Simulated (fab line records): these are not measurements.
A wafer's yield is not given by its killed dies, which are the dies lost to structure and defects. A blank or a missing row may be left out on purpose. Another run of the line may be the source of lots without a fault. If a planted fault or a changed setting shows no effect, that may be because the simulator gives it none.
Matching of chambers || flow sky130 || rieDiel-02 running SKY_VIA4_ETCH_12: 4 sister chambers
The step etches SiO2 in C4F8/O2/Ar, stops on TiN, target depth 580 nm. 14 wafers are shown with their chamber, then 7 later ones without.

== WAFERS PAIRED WITH THEIR CHAMBERS ==
{"wafer": "L076.3", "chamber": 2, "oesProductAu (a.u.)": 0.924, "biasW (W)": 1196}
{"wafer": "L076.5", "chamber": 1, "oesProductAu (a.u.)": 0.913, "biasW (W)": 1200}
{"wafer": "L076.6", "chamber": 3, "oesProductAu (a.u.)": 0.934, "biasW (W)": 1200}
{"wafer": "L079.1", "chamber": 1, "oesProductAu (a.u.)": 0.926, "biasW (W)": 1201}
{"wafer": "L079.5", "chamber": 2, "oesProductAu (a.u.)": 0.929, "biasW (W)": 1200}
{"wafer": "L079.6", "chamber": 1, "oesProductAu (a.u.)": 0.925, "biasW (W)": 1206}
{"wafer": "L088.3", "chamber": 1, "oesProductAu (a.u.)": 0.919, "biasW (W)": 1201}
{"wafer": "L088.5", "chamber": 2, "oesProductAu (a.u.)": 0.926, "biasW (W)": 1199}
{"wafer": "L088.6", "chamber": 0, "oesProductAu (a.u.)": 0.924, "biasW (W)": 1200}
{"wafer": "L089.3", "chamber": 2, "oesProductAu (a.u.)": 0.922, "biasW (W)": 1201}
{"wafer": "L089.5", "chamber": 1, "oesProductAu (a.u.)": 0.918, "biasW (W)": 1203}
{"wafer": "L089.6", "chamber": 0, "oesProductAu (a.u.)": 0.925, "biasW (W)": 1194}
{"wafer": "L094.1", "chamber": 1, "oesProductAu (a.u.)": 0.921, "biasW (W)": 1201}
{"wafer": "L094.3", "chamber": 2, "oesProductAu (a.u.)": 0.916, "biasW (W)": 1203}

SIGNATURES, as means of the wafers listed above
{"reading": "oesProductAu", "chamber 0": 0.92450, "chamber 1": 0.92033, "chamber 2": 0.92340, "chamber 3": 0.93400, "scatter within a chamber": 0.00459}
{"reading": "biasW", "chamber 0": 1197.00, "chamber 1": 1202.00, "chamber 2": 1199.80, "chamber 3": 1200.00, "scatter within a chamber": 2.62}
Rule: a wafer's distance from a chamber is the root of the sum, over the readings, of the square of ((its reading less the chamber's mean) divided by the reading's scatter). The wafer belongs to the nearest chamber; if the next one is less than 2 further off, it can't be placed. The scatter: take each reading less its chamber's mean, square it, sum over the shown wafers, divide by the number of wafers less the number of chambers, and take the root.

== WAFERS MISSING THEIR CHAMBER ==
{"wafer": "L094.6", "oesProductAu (a.u.)": 0.928, "biasW (W)": 1195}
{"wafer": "L095.1", "oesProductAu (a.u.)": 0.935, "biasW (W)": 1196}
{"wafer": "L095.4", "oesProductAu (a.u.)": 0.925, "biasW (W)": 1202}
{"wafer": "L095.6", "oesProductAu (a.u.)": 0.929, "biasW (W)": 1196}
{"wafer": "L096.1", "oesProductAu (a.u.)": 0.919, "biasW (W)": 1201}
{"wafer": "L096.2", "oesProductAu (a.u.)": 0.916, "biasW (W)": 1206}
{"wafer": "L096.3", "oesProductAu (a.u.)": 0.935, "biasW (W)": 1206}

== CHAMBER TAKEN BY EACH ==
{"wafer": "L094.6", "from the rows above": "can't be placed: 0 or 2 or 3", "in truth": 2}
{"wafer": "L095.1", "from the rows above": "can't be placed: 3 or 0 or 2", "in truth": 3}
{"wafer": "L095.4", "from the rows above": "can't be placed: 2 or 1 or 0 or 3", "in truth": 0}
{"wafer": "L095.6", "from the rows above": "can't be placed: 0 or 3 or 2 or 1", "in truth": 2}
{"wafer": "L096.1", "from the rows above": "can't be placed: 1 or 2 or 0", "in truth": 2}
{"wafer": "L096.2", "from the rows above": "can't be placed: 1 or 2", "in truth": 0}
{"wafer": "L096.3", "from the rows above": "can't be placed: 3 or 2 or 1 or 0", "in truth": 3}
0 of 7 placed correctly. Unplaceable from these rows: 7, with the true chamber sitting among the candidates in 6. Number placed wrongly: 0.
